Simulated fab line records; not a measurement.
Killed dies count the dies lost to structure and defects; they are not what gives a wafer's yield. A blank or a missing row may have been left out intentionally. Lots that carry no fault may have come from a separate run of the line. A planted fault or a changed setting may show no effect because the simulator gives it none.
fab line records	flow sky130
[record] lots = 5	wafers = 15	lastDay = 49
route steps=708 shown VIA2@509 PAD_OPEN@708
lots with no fault: from the same line, run without faults
startH: hours from the record's first day to the start of the lot's first wafer shown	waitH: time in hours since the lot's previous step	" same as the row above	L1.1+2: a single row standing in for several wafers	- no value present, or no start provided	* or withheld: withheld	< > ~ a bound
route shown NAME@n: names a module that has steps shown in the file, with the first one's number in the route	usual: mean and standard deviation over wafers with no fault	same: alike in all rows	chamber/n: place in a boat	sites: the reading at each site	_std_site: the values' standard deviation	_edge_site: the outer-site mean with the inner-site mean subtracted	radiusMm: how far each site lies from the wafer's centre	mask NAME#n: copy n	behind: the most recent tool/chamber to have shaped the wafer	hold: cause of the lot's hold/its duration in hours/its outcome	device: transistor that didn't switch, given as n, p or np	end of line: the tests these same wafers got at the end of their route	for a step that has no rows: nothing shown but its recipe	killed: the dies lost at the first sort to structure and to defects; this is not the yield of the wafer	map: a wafer's dies, x killed, . not, _ none there
set.NAME: the setting that was run; set.NAME@STEP: the one run at that earlier step	model.NAME: the simulator's own value behind a step, which no gauge read
certain route steps with their lots: each step a table, each wafer a row
services: from which hour (startH, from the record's first day; less than 0 if before it) a tool's chamber was out of use, for how many hours, and why
[[steps]]
[step SKY_VIA2_CMP_02]
[recipe] material = SiO2	downForcePsi = 4	platenRpm = 60	padVelocityMS = 0.94248
[usual] motorCurrentA = 12.2/1
lot.wafer	tool	chamber	startH	waitH	motorCurrentA
L719.1	cmp-01	3	880.67	0.1	13.6
L719.2	"	2	"	"	12.1
L719.5	"	3	"	"	12.9
L720.4	cmp-02	2	886.58	0.1	11.7
L720.5	"	0	"	"	13.9
L720.6	"	1	"	"	12.2
L724.1	cmp-01	3	932.72	0.4	12.6
L724.3	"	0	"	"	10.7
L724.6	"	0	"	"	10.3
L726.1	cmp-01	0	937.15	0.2	10.5
L726.4	"	1	"	"	12.2
L726.5	"	0	"	"	10.6
L731.4	cmp-02	2	961.99	0.1	11.7
L731.2	"	3	"	"	13.4
L731.1	"	0	"	"	13.2
[step SKY_VIA2_BOW_MEAS_03]
[recipe] mode = bow
[usual] VIA2_BOW = 85/6.8
lot.wafer	tool	chamber	startH	waitH	VIA2_BOW[um]
L719.1	filmMetro-04	-	880.97	0.2	90
L719.2	"	-	"	"	94
L719.5	"	-	"	"	82
L720.4	filmMetro-02	-	886.84	0.2	88
L720.5	"	-	"	"	87
L720.6	"	-	"	"	81
L724.1	filmMetro-02	-	933.02	0.2	83
L724.3	"	-	"	"	92
L724.6	"	-	"	"	80
L726.1	filmMetro-01	-	937.45	0.2	87
L726.4	"	-	"	"	92
L726.5	"	-	"	"	82
L731.1	filmMetro-01	-	962.24	0.1	96
L731.2	"	-	"	"	73
L731.4	"	-	"	"	89
[step SKY_VIA2_DEHYDRATE_04]
[recipe] tempC = 200	timeS = 60
[step SKY_VIA2_HMDS_05]
[recipe] primeTimeS = 60	primeTempC = 120
[step SKY_VIA2_COAT_06]
[recipe] resist = BARC	tempC = withheld	timeS = withheld	spinRpm = 3000	resistThkNm = 60
[step SKY_VIA2_COAT_07]
[recipe] resist = KrF-thick	spinRpm = 3000	resistThkNm = 450
[step SKY_VIA2_SOFTBAKE_08]
[recipe] tempC = 100	timeS = 90	resist = KrF-thick
[step SKY_VIA2_EXPOSE_09]
[recipe] maskId = VIM2	na = 0.8	sourceShape = annular	sigmaInner = 0.55	sigmaOuter = 0.85	targetCdNm = 200	doseMj = 38
[step SKY_VIA2_PEB_10]
[recipe] pebTempC = withheld	pebTimeS = withheld	resist = KrF-thick
[step SKY_VIA2_DEVELOP_11]
[recipe] developTimeS = 60	resist = KrF-thick	devTempC = 21
[step SKY_VIA2_CD_MEAS_12]
[recipe] targetCdNm = 200
[usual] cdNm = 200.2/1.2
lot.wafer	tool	chamber	startH	waitH	cdNm
L719.1	cdSem-02	-	906.66	-	198.7
L719.2	"	-	"	"	198.4
L719.5	"	-	"	"	198.3
L720.4	cdSem-02	-	912.47	-	203.0
L720.5	"	-	"	"	200.8
L720.6	"	-	"	"	201.1
L724.1	cdSem-02	-	957.25	-	201.5
L724.3	"	-	"	"	201.8
L724.6	"	-	"	"	201.3
L726.1	cdSem-02	-	961.65	-	200.4
L726.4	"	-	"	"	201.6
L726.5	"	-	"	"	201.3
L731.1	cdSem-01	-	985.70	-	198.0
L731.2	"	-	"	"	198.4
L731.4	"	-	"	"	198.3
[step SKY_VIA2_OVL_MEAS_13]
[usual] VIA2_OVL = -4/5.1
lot.wafer	tool	chamber	startH	waitH	VIA2_OVL[nm]
L719.1	overlay-02	-	906.78	0.1	0
L719.2	"	-	"	"	-4
L719.5	"	-	"	"	3
L720.4	overlay-01	-	912.55	0.1	-12
L720.5	"	-	"	"	-17
L720.6	"	-	"	"	-12
L724.1	overlay-02	-	957.37	0.1	-4
L724.3	"	-	"	"	-7
L724.6	"	-	"	"	-5
L726.1	overlay-02	-	961.77	0.1	-13
L726.4	"	-	"	"	-11
L726.5	"	-	"	"	-7
L731.1	overlay-02	-	985.82	0.1	6
L731.2	"	-	"	"	-6
L731.4	"	-	"	"	0
[step SKY_VIA2_ETCH_14]
[recipe] chemistry = N2/H2	target = BARC	ionEnergyEv = 200	sourceW = 500	biasW = 100	pressureMtorr = 30	n2FlowSccm = 100	h2FlowSccm = 200	stopOn = SiO2	timeS = 45.9	targetDepthA = 600
[usual] drypumpMotorCurrentA = 6.03/0.24	h2FlowSccm = 200.1/0.56	oesProductAu = 0.854/0.0045	throttleValvePct = 13.225/0.0088
lot.wafer	tool	chamber	startH	waitH	drypumpMotorCurrentA	h2FlowSccm	oesProductAu	rfHoursCounterH	throttleValvePct	model.KrF-thick_of_VIA2_COAT_07.thkNm
L719.1	rieDiel-01	3	906.82	0.0	5.90	199.5	0.852	9	13.228	392.2
L719.2	"	2	"	"	5.66	200.5	0.852	21	13.212	390.5
L719.5	"	0	"	"	6.13	200.4	0.858	-	13.213	391.8
L720.4	rieDiel-04	1	912.57	0.0	6.05	201.0	0.855	5	13.217	391.5
L720.5	"	2	"	"	6.26	200.2	0.854	-	13.219	391.9
L720.6	"	3	"	"	6.20	199.8	0.853	-	13.234	390.2
L724.1	rieDiel-01	0	957.41	0.0	6.15	200.0	0.845	11	13.223	393.2
L724.3	"	1	"	"	6.37	199.9	0.849	7	13.222	392.6
L724.6	"	3	"	"	5.91	199.9	0.853	-	13.199	401.2
L726.1	rieDiel-04	1	961.81	0.0	6.05	199.0	0.851	6	13.213	391.6
L726.4	"	3	"	"	6.21	200.8	0.854	18	13.220	393
L726.5	"	1	"	"	6.07	199.7	0.848	-	13.232	392.8
L731.1	rieDiel-03	3	985.86	0.0	5.94	199.8	0.842	16	13.238	394.6
L731.2	"	2	"	"	6.09	200.2	0.850	9	13.219	395.7
L731.4	"	1	"	"	5.87	200.7	0.851	13	13.228	392.5
[step SKY_VIA2_ETCH_15]
[recipe] target = SiO2	chemistry = C4F8/O2/Ar	targetDepthNm = 546	stopOn = TiN	maskMaterial = KrF-thick	sourceW = 1500	biasW = 1200	pressureMtorr = 40	c4f8FlowSccm = withheld	O2_flow_sccm = 6	Ar_flow_sccm = 300	timeS = 84
[usual] oesProductAu = 0.940/0.0048
lot.wafer	tool	chamber	startH	waitH	oesProductAu	rfHoursCounterH	model.KrF-thick_of_VIA2_COAT_07.thkNm
L719.1	rieDiel-01	3	906.86	0.0	0.942	9	281.9
L719.2	"	2	"	"	0.935	21	279.3
L719.5	"	0	"	"	0.942	-	284.6
L720.4	rieDiel-04	1	912.61	0.0	0.936	5	281.4
L720.5	"	2	"	"	0.927	-	281.4
L720.6	"	3	"	"	0.941	-	281.2
L724.1	rieDiel-01	0	957.45	0.0	0.935	11	286.8
L724.3	"	1	"	"	0.951	7	282.9
L724.6	"	3	"	"	0.914	-	292.1
L726.1	rieDiel-04	1	961.85	0.0	0.938	6	281.7
L726.4	"	3	"	"	0.932	18	283.3
L726.5	"	1	"	"	0.947	-	282.4
L731.1	rieDiel-03	3	985.90	0.0	0.938	16	285.5
L731.2	"	2	"	"	0.945	9	286.4
L731.4	"	1	"	"	0.941	13	280.7
[step SKY_VIA2_STRIP_16]
[recipe] chemistry = O2/N2	powerW = 1400	pressureMtorr = 1500	platenTempC = withheld	o2FlowSccm = 3000	n2FlowSccm = 300	overashFraction = 0.5
[usual] drypumpMotorCurrentA = 5.6/0.47	oesProductAu = 0.399/0.0046	stripTimeToEndpointS = 4.054/0.028
lot.wafer	tool	chamber	startH	waitH	drypumpMotorCurrentA	oesProductAu	rfHoursCounterH	stripTimeToEndpointS
L719.1	plasmaAsher-01	1	906.92	0.0	5.4	0.398	79	4.017
L719.2	"	0	"	"	5.0	0.395	79	4.002
L719.5	"	1	"	"	5.4	0.399	-	4.072
L720.4	plasmaAsher-03	1	912.70	0.1	6.3	0.400	-	4.036
L720.5	"	0	"	"	6.1	0.401	-	4.035
L720.6	"	1	"	"	6.3	0.390	-	4.030
L724.1	plasmaAsher-02	0	957.51	0.0	5.8	0.401	52	4.082
L724.3	"	0	"	"	5.8	0.393	-	4.048
L724.6	"	1	"	"	5.8	0.395	-	4.132
L726.1	plasmaAsher-02	1	961.91	0.0	5.8	0.401	53	4.036
L726.4	"	0	"	"	5.8	0.397	-	4.054
L726.5	"	0	"	"	5.8	0.403	-	4.034
L731.1	plasmaAsher-01	0	985.96	0.0	4.9	0.398	87	4.076
L731.2	"	1	"	"	5.4	0.399	87	4.070
L731.4	"	1	"	"	5.4	0.396	-	4.015
[step SKY_PAD_OPEN_PROBE_99]
lot.wafer	tool	chamber	startH	waitH	model.etest.via2Chain.rcOhm
L719.1	prober-01	-	1123.87	0.1	10.66
L719.2	prober-01	-	1123.92	0.1	10.85
L719.5	prober-01	-	1124.07	0.2	10.08
L720.4	prober-02	-	1129.79	0.2	9.811
L720.5	prober-02	-	1129.84	0.2	9.677
L720.6	prober-02	-	1129.89	0.2	10.31
L724.1	prober-01	-	1163.46	0.1	9.45
L724.3	prober-01	-	1163.56	0.2	9.822
L724.6	prober-01	-	1163.71	0.2	11.48
L726.1	prober-02	-	1164.76	0.1	10.06
L726.4	prober-02	-	1164.91	0.2	10.07
L726.5	prober-02	-	1164.96	0.2	10.05
L731.1	prober-02	-	1183.55	0.1	10.85
L731.2	prober-02	-	1183.60	0.1	10.86
L731.4	prober-02	-	1183.70	0.2	9.799
// killed by level:class
L719.1 VIA1:geometricParticle:open=14 VIA2:geometricParticle:open=8 VIA3:geometricParticle:open=7 METAL1:geometricParticle:short=6 FIELD_ISO:geometricParticle:open=4 LI_CONTACT:geometricParticle:open=4 LOCAL_INTERCONNECT:geometricParticle:short=4 METAL2:geometricParticle:short=4
L719.2 METAL2:geometricParticle:short=8 CONTACT:geometricParticle:open=7 METAL1:geometricParticle:short=7 VIA1:geometricParticle:open=7 VIA2:geometricParticle:open=7 VIA3:geometricParticle:open=7 CONTACT:geometricParticle:short=6 FIELD_ISO:geometricParticle:open=5
L719.5 CONTACT:geometricParticle:open=13 METAL1:geometricParticle:short=7 FIELD_ISO:geometricParticle:open=5 VIA2:geometricParticle:open=5 POLY_GATE:geometricParticle:open=5 VIA2:geometricParticle:short=5 VIA1:geometricParticle:short=5 VIA3:geometricParticle:open=5
L720.4 CONTACT:geometricParticle:open=13 VIA1:geometricParticle:open=8 VIA2:geometricParticle:open=8 VIA3:geometricParticle:open=7 LI_CONTACT:geometricParticle:short=6 FIELD_ISO:geometricParticle:short=5 METAL3:geometricParticle:short=5 LI_CONTACT:geometricParticle:open=4
L720.5 VIA2:geometricParticle:open=12 VIA1:geometricParticle:open=11 CONTACT:geometricParticle:open=10 FIELD_ISO:geometricParticle:open=8 VIA3:geometricParticle:open=8 METAL4:geometricParticle:short=7 METAL1:geometricParticle:short=5 VIA1:geometricParticle:short=5
L720.6 LI_CONTACT:geometricParticle:open=11 CONTACT:geometricParticle:open=11 VIA1:geometricParticle:open=9 VIA3:geometricParticle:open=6 VIA1:geometricParticle:short=5 METAL2:geometricParticle:short=5 FIELD_ISO:geometricParticle:short=4 METAL1:geometricParticle:short=4
L726.1 VIA1:geometricParticle:open=13 FIELD_ISO:geometricParticle:open=7 VIA2:geometricParticle:open=7 CONTACT:geometricParticle:open=7 VIA2:geometricParticle:short=7 FIELD_ISO:geometricParticle:short=6 CONTACT:geometricParticle:short=4 METAL1:geometricParticle:short=4
L726.4 CONTACT:geometricParticle:open=9 LI_CONTACT:geometricParticle:open=8 VIA1:geometricParticle:open=8 METAL2:geometricParticle:short=7 POLY_GATE:geometricParticle:open=6 POLY_GATE:geometricParticle:short=6 CONTACT:geometricParticle:short=6 METAL1:geometricParticle:short=5
L726.5 CONTACT:geometricParticle:open=19 METAL2:geometricParticle:short=13 VIA1:geometricParticle:open=12 VIA2:geometricParticle:open=9 LI_CONTACT:geometricParticle:open=7 VIA1:geometricParticle:short=5 VIA2:geometricParticle:short=5 FIELD_ISO:geometricParticle:short=4
L731.1 LI_CONTACT:geometricParticle:open=11 CONTACT:geometricParticle:open=11 VIA1:geometricParticle:open=7 VIA3:geometricParticle:open=7 METAL2:geometricParticle:short=6 METAL1:geometricParticle:short=6 VIA2:geometricParticle:open=5 CONTACT:geometricParticle:short=4
L731.2 VIA1:geometricParticle:open=10 LI_CONTACT:geometricParticle:open=8 VIA2:geometricParticle:open=7 VIA1:geometricParticle:short=6 CONTACT:geometricParticle:open=5 METAL2:geometricParticle:short=5 VIA3:geometricParticle:open=5 POLY_GATE:geometricParticle:short=4
L731.4 VIA1:geometricParticle:open=13 CONTACT:geometricParticle:open=12 VIA3:geometricParticle:open=8 VIA3:geometricParticle:short=7 VIA1:geometricParticle:short=5 METAL4:geometricParticle:short=4 FIELD_ISO:geometricParticle:open=3 CONTACT:geometricParticle:short=3
[[services]]
tool	chamber	startH	hours	kind
cmp-02	-	857.17	2.1	repair
rieDiel-01	0	858.52	6.9	repair
rieDiel-04	2	861.56	1.4	repair
rieDiel-03	0	865.09	4.3	repair
rieDiel-04	0	867.75	-	clean
rieDiel-04	0	867.75	18.2	scheduledDown
rieDiel-04	0	867.75	18.2	ventCycle
rieDiel-03	2	869.54	1.7	repair
rieDiel-03	-	869.75	2.8	pm
cmp-02	-	912.00	4.0	pm
rieDiel-01	2	912.47	45.0	repair
cmp-02	-	916.00	-	consumableReplace:conditioner
cmp-02	-	916.00	-	consumableReplace:pad
plasmaAsher-02	-	917.19	4.8	repair
cmp-02	-	934.04	22.8	pm
plasmaAsher-01	-	958.07	1.1	repair
cmp-01	-	959.63	1.4	repair
cmp-01	-	963.62	5.5	pm
[[key]]
[firstSign] step = SKY_VIA2_ETCH_15	reading = oesProductAu	direction = down	sigmas = 5.2	usual = 0.940	struck = 0.914
effect none on later readings
[modelEffect] step = SKY_VIA2_ETCH_14	value = KrF-thick_of_VIA2_COAT_07.thkNm	without = 393	struck = 401.2
[modelEffect] step = SKY_VIA2_ETCH_15	value = KrF-thick_of_VIA2_COAT_07.thkNm	without = 283.9	struck = 292.1
[modelEffect] step = SKY_PAD_OPEN_PROBE_99	value = etest.via2Chain.rcOhm	without = 10.24	struck = 11.48
metAt SKY_VIA2_ETCH_14
struckWafers L724.6
sortLeftOut L724.6
onsetBetween 906.82 957.41
[fault] kind = processParameterDrift	tool = rieDiel-01	chamber = -	onsetH = 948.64	steps = SKY_VIA2_ETCH_14	channel = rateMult	offset = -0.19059	shape = step	endH = 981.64	scope = struckWafersOnly
// sortLeftOut: the simulated sort isn't trusted on such a fault, so these wafers' sort isn't shown, and their yield isn't known
